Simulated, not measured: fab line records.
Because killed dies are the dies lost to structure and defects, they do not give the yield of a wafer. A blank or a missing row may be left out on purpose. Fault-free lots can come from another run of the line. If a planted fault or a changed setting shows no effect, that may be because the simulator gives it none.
Problem report in the 8D (eight disciplines) form, filled by code / flow gf180mcu / the parts of the form that need people (team, actions taken, sign-off) are left out

1. PROBLEM STATEMENT
Wafers without a fault read 79 s, standard deviation 5.6; time-to-endpoint-s at GF_V3_CMP_04 reads a mean of 26 s on 3 wafers belonging to 2 lots. That is -9.5 standard deviations from the usual mean.
The step: polishes SiO2.
First observed at day 24 17:43: wafer L633.2, on cmp-02. Wafers with a number at this step in the record: 12, from 4 lots. Rule for "out" (also "out of limits"): further than 4 standard deviations from the usual mean. All remaining wafers that have a number are taken as sound.

2. WHAT IT IS AND WHAT IT IS NOT
question=which readings at this step | is=time-to-endpoint-s | is not=edge-zone-pressure-frac, head-pressure-psi, motor-current-A
question=which lots | is=L633, L635 | is not=L624, L642
question=which wafers of those lots | is=L633.2, L633.6, L635.2 | is not=L633.4, L635.1, L635.4
question=read on which tools | is=cmp-02 | is not=cmp-01
question=when | is=from day 24 17:43 | is not=up to then (4 sound wafers); but 5 sound wafers of L635, L642 came after

3. SUSPECTS, AND WHAT RULES EACH OUT
Counting: if a tool at a process step up to the reading ran every lot that is out, it stays a suspect. Sound lots after the first of them don't rule it out here, since some wafers of a struck lot are sound.
- cmp-02 at GF_V3_CMP_04 (polishes SiO2): kept. It ran every lot that is out, first L633 (day 24 17:43); its last sound lot up to then is L624 (day 21 04:04). On those wafers its own readings are out: time-to-endpoint-s.
- Within cmp-02 at GF_V3_CMP_04: the wafers that are out ran in chamber 0; their sound lot-mates ran in chambers 1, 2, 3.
After counting, what remains is cmp-02 at GF_V3_CMP_04.

4. THE CAUSE (what the simulator had put in)
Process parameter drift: cmp-02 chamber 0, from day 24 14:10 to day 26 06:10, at GF_V3_CMP_04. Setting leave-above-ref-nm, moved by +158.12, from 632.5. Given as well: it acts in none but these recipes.
The count eliminated every tool but this one.

5. THE EFFECT CHAIN, in route order
One row per reading whose mean, taken over the struck wafers that have a number, lies over 3 standard deviations from the usual. Scope: only readings with a usual standard deviation given in the record; hours: median across lots of the time from each lot's start at the first step in this table that gives one to its start at this step; sigmas: change in usual standard deviations.
hours=0; step=GF_V3_CMP_04; reading=time-to-endpoint-s; usual=79 s; on struck wafers=26; change=-53; sigmas=-9.5
hours=-; step=GF_V3_ETCH_17; reading=oes-product-au; usual=0.856 a.u.; on struck wafers=0.973; change=+0.117; sigmas=+24
hours=169; step=GF_PASSIVATION_PROBE_99; reading=defect-limited-yield; usual=90.4 %; on struck wafers=84.0; change=-6.4; sigmas=-4.6
hours=169; step=GF_PASSIVATION_PROBE_99; reading=killed_at_M0_to_M3; usual=21; on struck wafers=53; change=+32; sigmas=+6.6
hours=169; step=GF_PASSIVATION_PROBE_99; reading=killed-dies; usual=47; on struck wafers=79; change=+32; sigmas=+4.5
hours=169; step=GF_PASSIVATION_PROBE_99; reading=killed-on-rim; usual=9.5; on struck wafers=21.3; change=+11.8; sigmas=+3.9
It contains these process steps:
- GF_V3_CMP_04: polishes SiO2.
- GF_V3_ETCH_17: etches SiO2 in C4F8/O2/Ar, stops on TiN, target depth 635 nm.
- GF_PASSIVATION_PROBE_99

6. HOW IT WOULD HAVE BEEN CAUGHT EARLIER
The fault began at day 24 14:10; the first out-of-limits reading in this record came at day 24 17:43, 4 hours later.
